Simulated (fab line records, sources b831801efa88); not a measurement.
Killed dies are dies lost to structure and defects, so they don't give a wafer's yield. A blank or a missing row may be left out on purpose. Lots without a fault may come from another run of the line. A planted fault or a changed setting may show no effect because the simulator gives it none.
A struck lot beside a sound one | flow gf180mcu | 17 steps out of a route of 602
Sound: wafers L153.1, L153.4, L153.5. Struck: wafers L148.1, L148.4, L148.5. The cause comes at the end.
At each step with rows: each side's tool, then ch and its chambers, then its first start. Under that, the readings that differ: sound wafers | struck wafers | difference of the means | sigmas: that difference in standard deviations of wafers without a fault.
alike: readings whose means differ by less than 2 such deviations, and words and numbers that are the same on both sides. not compared: withheld readings, readings that some wafer has no value for, bounds like >300 that may hide the same value, and numbers for which the record gives no deviation and whose values overlap.
The two part at a step that has a row with sigmas, a row that says differs or no value, or rows on one side only. Numbers that don't overlap but have no deviation are shown without sigmas and don't part them. A reading that every wafer of one side lacks parts them only if that side has two wafers or more.

first, 2 steps without rows for these wafers: GF_HV_LDD_PEB_44; GF_HV_LDD_DEVELOP_45 (develop time 60 s).
GF_HV_LDD_CD_MEAS_46: target cd 400 nm.
  sound on cd_sem-02, day 17 19:00; struck on cd_sem-02, day 16 04:11
  alike: cd_nm
GF_HV_LDD_OVL_MEAS_47:
  sound on overlay-01, day 17 19:07; struck on overlay-02, day 16 04:18
  reading            | sound       | struck       | difference | sigmas
  HV_LDD_03_OVL (nm) | 0.9 3.8 3.7 | 0.6 0.3 -0.8 | -2.8       | -2
then, 1 step without rows for these wafers: GF_HV_LDD_IMPLANT_48.
GF_HV_LDD_STRIP_49: strips in O2/N2.
  sound on plasma_asher-04 ch 0,1, day 17 19:19; struck on plasma_asher-04 ch 1, day 16 04:29
  alike: drypump_motor_current_A, heater_power_w, n2_flow_sccm, oes_product_au, strip_time_to_endpoint_s
  not compared: rf_hours_counter_h
GF_HV_LDD_TW_MEAS_50:
  sound on film_metro-03, day 17 19:25; struck on film_metro-01, day 16 04:35
  alike: HV_LDD_4_TW
then, 1 step without rows for these wafers: GF_HV_LDD_CLEAN_51 (cleans in SC1/SC2, time 150 s).
GF_HV_LDD_RTA_52: time 10 s.
  sound on rtp_anneal-02 ch 0, day 17 19:31; struck on rtp_anneal-02 ch 0, day 16 04:42
  alike: lamp_power_pct, wafer_temp_C_max
GF_HV_LDD_RS_MEAS_53: measures by four-point-probe.
  sound on film_metro-01, day 17 19:39; struck on film_metro-03, day 16 04:46
  alike: HV_LDD_RS
then, 1 step without rows for these wafers: GF_HV_LDD_CVD_54 (deposits SiO2 from TEOS, target thk 10 nm, time 75 s).
GF_HV_LDD_THK_MEAS_55:
  sound on film_metro-03, day 17 20:47; struck on film_metro-01, day 16 05:55
  alike: HV_LDD_CVD_54_THK
GF_HV_LDD_CVD_56: deposits Si3N4 from DCS/NH3, target thk 90 nm, time 1543 s.
  sound on lpcvd-02 ch 0, day 17 20:51; struck on lpcvd-01 ch 1, day 16 05:58
  reading                                  | sound             | struck            | difference | sigmas
  model.Si3N4_of_HV_LDD_CVD_56.thk_nm (nm) | 90.22 90.22 90.22 | 82.85 82.69 82.63 | -7.50      |
GF_HV_LDD_THK_MEAS_57:
  sound on film_metro-02, day 17 22:17; struck on film_metro-01, day 16 07:25
  reading                | sound          | struck         | difference | sigmas
  HV_LDD_CVD_56_THK (nm) | 90.2 90.1 90.1 | 82.9 82.7 82.6 | -7.4       | -7
GF_HV_LDD_ETCHBACK_58: etches Si3N4 in CH3F/O2, stops on SiO2, time 100 s, target depth 90 nm.
  sound on rie_diel-03 ch 2,3, day 17 22:20; struck on rie_diel-01 ch 1,2,3, day 16 07:28
  reading                  | sound             | struck            | difference | sigmas
  oes_product_au (a.u.)    | 0.846 0.843 0.839 | 0.807 0.798 0.807 | -0.039     | -6
  model.etch.depth_nm (nm) | 90.22 90.22 90.22 | 82.85 82.69 82.63 | -7.50      |
  alike: O2_flow_sccm, ch3f_flow_sccm, drypump_motor_current_A, throttle_valve_pct
  not compared: rf_hours_counter_h
then, 1 step without rows for these wafers: GF_NSD_DEHYDRATE_00 (time 60 s).
GF_PASSIVATION_PROBE_99:
  the record has rows for the sound wafers here (prober-02, day 33 13:11) and none for the struck ones

WHERE THEY PART
First at GF_HV_LDD_OVL_MEAS_47; last, within this record, at GF_PASSIVATION_PROBE_99.

WHY: what the simulator had put in
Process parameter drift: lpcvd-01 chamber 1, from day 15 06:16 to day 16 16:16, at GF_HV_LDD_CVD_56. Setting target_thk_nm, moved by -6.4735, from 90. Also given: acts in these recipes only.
